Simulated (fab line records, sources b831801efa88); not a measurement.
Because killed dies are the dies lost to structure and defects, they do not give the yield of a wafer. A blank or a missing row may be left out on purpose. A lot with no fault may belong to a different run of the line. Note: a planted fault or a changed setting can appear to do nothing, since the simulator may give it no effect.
fab line records	flow gf180mcu
record: lots: 11	wafers: 33	lastDay: 34
route steps=602 shown CONTACT@311 M1@331 V1@357 M2@374
lots with no fault: from the same line, run without faults
startH: start of the lot's first displayed wafer, in hours after the record's first day	waitH: hours from the lot's prior step to this one	" identical to the entry in the row above	L1.1+2: one row covering several wafers at once	- no value, or no start given	* or withheld: withheld	< > ~ a bound
route shown NAME@n: a module of which the file shows steps, and the number in the route of the first	usual: the fault-free wafers' mean and standard deviation	same: alike in all rows	chamber/n: place in a boat	sites: per-site readings	_std_site: standard deviation across them	_edge_site: inner sites' mean taken away from outer sites' mean	radiusMm: for every site, how far away it sits from the centre of the wafer	mask NAME#n: copy n	behind: the tool/chamber that last shaped the wafer	hold: what put the lot on hold/how long, in hours/how the hold closed	device: the n, p or np transistor that did not switch	end of line: the route-end tests of the same wafers	a step without rows: its recipe alone	killed: dies lost to structure and defects at the first sort, not the wafer's yield	map: shows each die of a wafer: x if killed, . if not, _ if none is there
set.NAME: the setting that was run; set.NAME@STEP: the one run at that earlier step	model.NAME: the simulator's own value behind a step, which no gauge read
steps of the route over a sample of lots; a table a step, a row a wafer
services: a tool's chamber out of use, with start hour (startH, from the record's first day; less than 0 if before it), hours out, and reason
== steps ==
step: GF_CONTACT_CVD_24
recipe: material: W	targetThkNm: 300	timeS: 90.339	tempC: 400	pressureTorr: 40
usual: heaterPowerW: 908/85
lot.wafer	tool	chamber	startH	waitH	heaterPowerW
L394.3	cvdW-01	1	368.64	0.1	763
L394.5	"	0	"	"	1017
L394.6	"	1	"	"	750
L395.1	cvdW-02	1	382.70	0.0	978
L395.2	"	0	"	"	863
L395.3	"	0	"	"	844
L396.1	cvdW-01	1	395.25	0.0	765
L396.2	"	0	"	"	1021
L396.3	"	0	"	"	1008
L402.1	cvdW-01	0	434.51	0.0	1048
L402.5	"	0	"	"	1025
L402.6	"	1	"	"	774
L403.3	cvdW-01	1	455.29	0.1	746
L403.4	"	0	"	"	1021
L403.5	"	1	"	"	757
L406.1	cvdW-02	0	475.66	0.0	900
L406.2	"	1	"	"	945
L406.4	"	0	"	"	872
L408.1	cvdW-02	0	486.75	0.0	902
L408.3	"	0	"	"	877
L408.5	"	1	"	"	934
L411.1	cvdW-01	1	514.39	0.0	778
L411.4	"	0	"	"	1030
L411.5	"	1	"	"	762
L412.2	cvdW-01	0	517.95	0.0	1016
L412.4	"	0	"	"	1016
L412.5	"	0	"	"	1029
L413.4	cvdW-01	0	530.49	0.0	1029
L413.5	"	0	"	"	1014
L413.6	"	1	"	"	779
L414.1	cvdW-02	0	535.91	0.0	909
L414.5	"	1	"	"	954
L414.6	"	0	"	"	926
step: GF_CONTACT_RS_MEAS_25
recipe: thkMeasGauge: four-point-probe	reads: W_of_CONTACT_CVD_24+TiN_of_CONTACT_SPUTTER_23+Ti_of_CONTACT_SPUTTER_22
usual: CONTACT_W_RS: 0.382/0.005
lot.wafer	tool	chamber	startH	waitH	CONTACT_W_RS[ohm/sq]
L394.3	filmMetro-01	-	368.75	0.1	0.375
L394.5	"	-	"	"	0.384
L394.6	"	-	"	"	0.374
L395.1	filmMetro-04	-	382.80	0.1	0.394
L395.2	"	-	"	"	0.387
L395.3	"	-	"	"	0.384
L396.1	filmMetro-01	-	395.35	0.1	0.377
L396.2	"	-	"	"	0.391
L396.3	"	-	"	"	0.383
L402.1	filmMetro-02	-	434.61	0.1	0.196
L402.5	"	-	"	"	0.196
L402.6	"	-	"	"	0.193
L403.3	filmMetro-04	-	455.39	0.1	0.191
L403.4	"	-	"	"	0.197
L403.5	"	-	"	"	0.192
L406.1	filmMetro-01	-	475.76	0.1	0.376
L406.2	"	-	"	"	0.384
L406.4	"	-	"	"	0.377
L408.1	filmMetro-01	-	486.85	0.1	0.381
L408.3	"	-	"	"	0.385
L408.5	"	-	"	"	0.387
L411.1	filmMetro-01	-	514.49	0.1	0.377
L411.4	"	-	"	"	0.387
L411.5	"	-	"	"	0.375
L412.2	filmMetro-01	-	518.07	0.1	0.384
L412.4	"	-	"	"	0.385
L412.5	"	-	"	"	0.384
L413.4	filmMetro-01	-	530.62	0.1	0.385
L413.5	"	-	"	"	0.385
L413.6	"	-	"	"	0.376
L414.1	filmMetro-04	-	536.01	0.1	0.382
L414.5	"	-	"	"	0.389
L414.6	"	-	"	"	0.381
step: GF_CONTACT_THK_MEAS_26
recipe: thkMeasGauge: xrf	reads: W_of_CONTACT_CVD_24
usual: CONTACT_W_THK: 303/4.3
lot.wafer	tool	chamber	startH	waitH	CONTACT_W_THK[nm]
L394.3	filmMetro-01	-	368.85	0.1	309
L394.5	"	-	"	"	302
L394.6	"	-	"	"	312
L395.1	filmMetro-04	-	382.92	0.1	293
L395.2	"	-	"	"	298
L395.3	"	-	"	"	301
L396.1	filmMetro-01	-	395.47	0.1	306
L396.2	"	-	"	"	296
L396.3	"	-	"	"	299
L402.1	filmMetro-02	-	434.73	0.1	-
L402.5	"	-	"	"	-
L402.6	"	-	"	"	-
L403.3	filmMetro-04	-	455.49	0.1	-
L403.4	"	-	"	"	-
L403.5	"	-	"	"	-
L406.1	filmMetro-01	-	475.88	0.1	309
L406.2	"	-	"	"	302
L406.4	"	-	"	"	307
L408.1	filmMetro-01	-	486.97	0.1	302
L408.3	"	-	"	"	297
L408.5	"	-	"	"	299
L411.1	filmMetro-01	-	514.61	0.1	305
L411.4	"	-	"	"	298
L411.5	"	-	"	"	307
L412.2	filmMetro-01	-	518.18	0.1	300
L412.4	"	-	"	"	300
L412.5	"	-	"	"	300
L413.4	filmMetro-01	-	530.71	0.1	302
L413.5	"	-	"	"	303
L413.6	"	-	"	"	309
L414.1	filmMetro-04	-	536.13	0.1	300
L414.5	"	-	"	"	293
L414.6	"	-	"	"	300
step: GF_CONTACT_CMP_27
recipe: stopOn: SiO2	downForcePsi: 3.5	platenRpm: 60	tOverpolishS: 15	targetThkNm: 0	padVelocityMS: 0.94248
usual: motorCurrentA: 10.9/1.1	retainingRingPressureFrac: 1.000/0.0049	slurryFlowMlMin: 149.9/0.46	timeToEndpointS: 75/3.5
lot.wafer	tool	chamber	startH	waitH	motorCurrentA	retainingRingPressureFrac	slurryFlowMlMin	timeToEndpointS
L394.3	cmp-02	0	368.94	0.1	11.3	0.996	149.6	75
L394.5	"	3	"	"	8.8	0.996	149.2	76
L394.6	"	0	"	"	11.5	0.999	150.0	76
L395.3	cmp-01	2	382.98	0.0	11.4	1.000	149.5	75
L395.2	"	0	"	"	10.1	1.001	149.1	72
L395.1	"	1	"	"	11.0	1.000	149.6	72
L396.3	cmp-01	2	395.53	0.0	12.4	1.006	149.8	78
L396.2	"	3	"	"	10.2	0.998	150.0	75
L396.1	"	0	"	"	10.6	1.003	149.1	75
L402.1	cmp-01	0	435.10	0.4	9.8	0.996	150.5	136
L402.5	"	1	"	"	10.6	0.997	149.6	134
L402.6	"	2	"	"	12.2	1.002	149.8	141
L403.3	cmp-02	3	455.58	0.1	9.0	1.006	149.6	159
L403.4	"	0	"	"	11.4	0.994	149.9	153
L403.5	"	2	"	"	12.4	1.001	150.1	152
L406.2	cmp-01	0	475.94	0.0	9.4	0.994	149.7	76
L406.4	"	2	"	"	12.0	1.005	150.2	71
L406.1	"	3	"	"	11.1	1.002	150.3	78
L408.3	cmp-02	1	487.03	0.0	10.7	1.005	149.3	77
L408.1	"	0	"	"	11.5	1.005	149.9	78
L408.5	"	1	"	"	9.8	1.007	150.4	74
L411.1	cmp-01	2	514.67	0.1	11.6	1.004	150.1	75
L411.4	"	1	"	"	10.3	1.010	149.6	73
L411.5	"	2	"	"	12.3	0.999	150.1	75
L412.2	cmp-01	1	518.28	0.1	11.0	1.006	149.7	71
L412.4	"	2	"	"	12.1	1.002	150.2	77
L412.5	"	0	"	"	10.4	0.994	151.2	74
L413.4	cmp-02	0	530.74	0.0	11.4	0.999	149.9	77
L413.5	"	0	"	"	11.5	1.013	149.7	73
L413.6	"	1	"	"	10.0	1.001	149.6	72
L414.1	cmp-01	3	536.29	0.1	10.8	1.000	150.1	75
L414.5	"	1	"	"	10.7	1.008	150.1	70
L414.6	"	2	"	"	12.1	1.007	150.2	76
step: GF_M1_METAL_ETCH_16
recipe: chemistry: Cl2/BCl3	maskMaterial: KrF	targetDepthNm: 750.8	stopOn: SiO2	pressureMtorr: 8	icpW: 800	biasW: 140	Cl2_flow_sccm: 80	bcl3FlowSccm: 40	timeS: 125.1
usual: drypumpMotorCurrentA: 5.8/0.37	oesProductAu: 0.989/0.0086	rfFwdPowerW: 796.4/2.2	throttleValvePct: 28.230/0.011
lot.wafer	tool	chamber	startH	waitH	drypumpMotorCurrentA	oesProductAu	rfFwdPowerW	rfHoursCounterH	throttleValvePct
L394.3	rieMetal-02	0	392.78	0.1	5.4	0.968	793.4	-	28.236
L394.5	"	0	"	"	5.4	0.972	789.9	-	28.251
L394.6	"	1	"	"	5.4	1.000	798.4	-	28.213
L395.1	rieMetal-03	0	406.74	0.0	6.4	0.993	797.1	5	28.225
L395.2	"	1	"	"	5.5	0.990	797.6	7	28.239
L395.3	"	0	"	"	6.4	0.993	796.2	-	28.208
L396.1	rieMetal-04	1	418.74	0.0	5.9	0.987	797.8	12	28.227
L396.2	"	0	"	"	6.0	0.997	795.2	1	28.235
L396.3	"	1	"	"	5.9	0.988	797.3	-	28.227
L402.1	rieMetal-04	0	459.99	0.0	6.0	0.996	795.3	3	28.233
L402.5	"	0	"	"	6.0	0.997	796.6	-	28.221
L402.6	"	0	"	"	6.0	0.991	793.0	-	28.227
L403.3	rieMetal-04	0	480.43	0.1	6.0	1.005	796.7	-	28.242
L403.4	"	1	"	"	5.8	0.988	796.0	-	28.241
L403.5	"	1	"	"	5.8	0.975	796.0	-	28.253
L406.1	rieMetal-03	0	500.59	0.0	6.3	1.003	795.4	7	28.217
L406.2	"	1	"	"	5.5	0.992	798.0	9	28.228
L406.4	"	0	"	"	6.4	0.995	798.4	-	28.218
L408.1	rieMetal-02	0	511.65	0.0	5.4	0.973	793.9	13	28.243
L408.3	"	0	"	"	5.4	0.975	796.6	-	28.245
L408.5	"	0	"	"	5.4	0.971	796.0	-	28.252
L411.1	rieMetal-04	0	538.95	0.0	6.0	0.986	791.4	5	28.238
L411.4	"	1	"	"	5.9	0.988	796.6	-	28.238
L411.5	"	1	"	"	5.9	0.987	796.5	-	28.247
L412.2	rieMetal-02	1	540.94	0.0	5.4	0.986	798.0	1	28.229
L412.4	"	1	"	"	5.5	0.990	794.2	-	28.243
L412.5	"	0	"	"	5.3	0.976	795.3	-	28.233
L413.4	rieMetal-02	1	554.26	0.1	5.5	0.996	797.0	-	28.214
L413.5	"	1	"	"	5.4	0.990	794.3	-	28.229
L413.6	"	1	"	"	5.4	0.982	794.7	-	28.232
L414.1	rieMetal-04	0	559.23	0.0	6.0	1.005	796.7	5	28.214
L414.5	"	0	"	"	6.0	0.995	796.3	-	28.224
L414.6	"	1	"	"	5.8	0.978	794.4	-	28.239
step: GF_V1_SPUTTER_22
recipe: material: TiN	targetThkNm: 10	chamberPressurePa: 5	powerW: 4000	timeS: 40
usual: throttleValvePct: 29.6/0.83
lot.wafer	tool	chamber	startH	waitH	throttleValvePct
L394.3	pvdSputter-03	-	418.48	0.0	29.3
L394.5	"	-	"	"	29.2
L394.6	"	-	"	"	30.0
L395.1	pvdSputter-01	-	432.18	0.0	29.8
L395.2	"	-	"	"	31.5
L395.3	"	-	"	"	29.2
L396.1	pvdSputter-03	-	444.54	0.0	30.2
L396.2	"	-	"	"	28.8
L396.3	"	-	"	"	28.9
L402.1	pvdSputter-03	-	486.06	0.0	29.7
L402.5	"	-	"	"	30.0
L402.6	"	-	"	"	29.3
L403.3	pvdSputter-04	-	505.86	0.0	30.0
L403.4	"	-	"	"	28.4
L403.5	"	-	"	"	29.0
L406.1	pvdSputter-03	-	526.04	0.0	29.1
L406.2	"	-	"	"	28.9
L406.4	"	-	"	"	29.9
L408.1	pvdSputter-03	-	536.84	0.0	29.5
L408.3	"	-	"	"	29.2
L408.5	"	-	"	"	29.6
L411.1	pvdSputter-03	-	563.71	0.0	28.7
L411.4	"	-	"	"	29.0
L411.5	"	-	"	"	29.3
L412.2	pvdSputter-01	-	565.21	0.0	29.1
L412.4	"	-	"	"	31.7
L412.5	"	-	"	"	30.2
L413.4	pvdSputter-04	-	577.67	0.0	29.7
L413.5	"	-	"	"	29.9
L413.6	"	-	"	"	29.0
L414.1	pvdSputter-03	-	584.24	0.0	29.0
L414.5	"	-	"	"	28.7
L414.6	"	-	"	"	29.0
step: GF_M2_PEB_12
recipe: pebTempC: 135	pebTimeS: 94.28	resist: KrF
usual: plateSensorTCentreC: 136.13/0.01	plateSensorTEdgeC: 136.29/0.0095
lot.wafer	tool	chamber	startH	waitH	plateSensorTCentreC	plateSensorTEdgeC
L394.3	lithoTrack-02	0	-	-	136.11	136.3
L394.5	"	0	"	"	136.12	136.3
L394.6	"	0	"	"	136.13	136.27
L395.1	lithoTrack-03	0	-	-	136.14	136.3
L395.2	"	0	"	"	136.1	136.29
L395.3	"	0	"	"	136.12	136.29
L396.1	lithoTrack-03	0	-	-	136.13	136.29
L396.2	"	0	"	"	136.13	136.32
L396.3	"	0	"	"	136.13	136.29
L402.1	lithoTrack-02	0	-	-	136.12	136.28
L402.5	"	0	"	"	136.11	136.31
L402.6	"	0	"	"	136.14	136.29
L403.3	lithoTrack-02	0	-	-	136.14	136.3
L403.4	"	0	"	"	136.14	136.3
L403.5	"	0	"	"	136.13	136.29
L406.1	lithoTrack-02	0	-	-	136.13	136.28
L406.2	"	0	"	"	136.14	136.3
L406.4	"	0	"	"	136.14	136.32
L408.1	lithoTrack-02	0	-	-	136.14	136.29
L408.3	"	0	"	"	136.14	136.28
L408.5	"	0	"	"	136.15	136.3
L411.1	lithoTrack-03	0	-	-	136.11	136.3
L411.4	"	0	"	"	136.13	136.29
L411.5	"	0	"	"	136.12	136.31
L412.2	lithoTrack-02	0	-	-	136.12	136.26
L412.4	"	0	"	"	136.12	136.29
L412.5	"	0	"	"	136.13	136.3
L413.4	lithoTrack-02	0	-	-	136.12	136.28
L413.5	"	0	"	"	136.14	136.3
L413.6	"	0	"	"	136.13	136.29
L414.1	lithoTrack-03	0	-	-	136.13	136.29
L414.5	"	0	"	"	136.14	136.28
L414.6	"	0	"	"	136.12	136.3
== services ==
tool	chamber	startH	hours	kind
cvdW-01	-	344.78	3.8	pm
cvdW-02	-	364.92	0.9	repair
cmp-01	-	380.81	0.2	repair
cvdW-02	-	390.00	14.0	pm
cmp-02	-	395.36	11.5	repair
cvdW-01	-	404.79	6.9	pm
cmp-02	-	406.89	4.0	pm
cvdW-01	0	421.92	6.1	repair
cmp-02	-	428.24	7.9	pm
cvdW-02	-	435.18	6.9	pm
rieMetal-04	-	435.74	4.3	pm
cmp-01	-	436.16	4.2	pm
cmp-02	-	436.51	1.5	repair
cvdW-02	-	442.08	2.8	pm
cvdW-02	1	470.49	3.8	repair
cvdW-02	0	481.96	2.7	repair
cmp-01	-	484.59	4.4	repair
cmp-01	-	489.54	0.8	repair
cvdW-02	-	489.99	1.3	repair
cmp-02	-	495.87	0.3	repair
cvdW-01	-	531.61	14.6	pm
cvdW-01	-	560.05	2.3	repair
cmp-01	-	562.56	1.8	repair
cmp-01	-	582.82	4.0	pm
== key ==
firstSign: step: GF_CONTACT_RS_MEAS_25	reading: CONTACT_W_RS	direction: down	sigmas: 38	usual: 0.382	struck: 0.194
effect: step: GF_CONTACT_THK_MEAS_26	reading: CONTACT_W_THK	direction: missing
effect: step: GF_CONTACT_CMP_27	reading: timeToEndpointS	direction: up	sigmas: 21	usual: *	struck: *
metAt GF_CONTACT_CVD_24
struckLots L402,L403
testerLeftOut L402,L403
notActingAt GF_M1_METAL_ETCH_16,GF_V1_SPUTTER_22,GF_M2_PEB_12
onsetBetween 395.25 434.51
fault: kind: processParameterDrift	tool: cvdW-01	chamber: -	onsetH: 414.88	steps: GF_CONTACT_CVD_24	channel: targetThkNm	offset: 281.59	shape: step	endH: 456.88	actsIn: theseRecipesOnly	stated: 300
testerLeftOut: of these lots the tester's yield and bins aren't shown, on N5 and GAA mostly nor the transistor test; their killed dies are dies lost to structure and defects alone, not to doping, threshold or leakage, so they don't give the yield
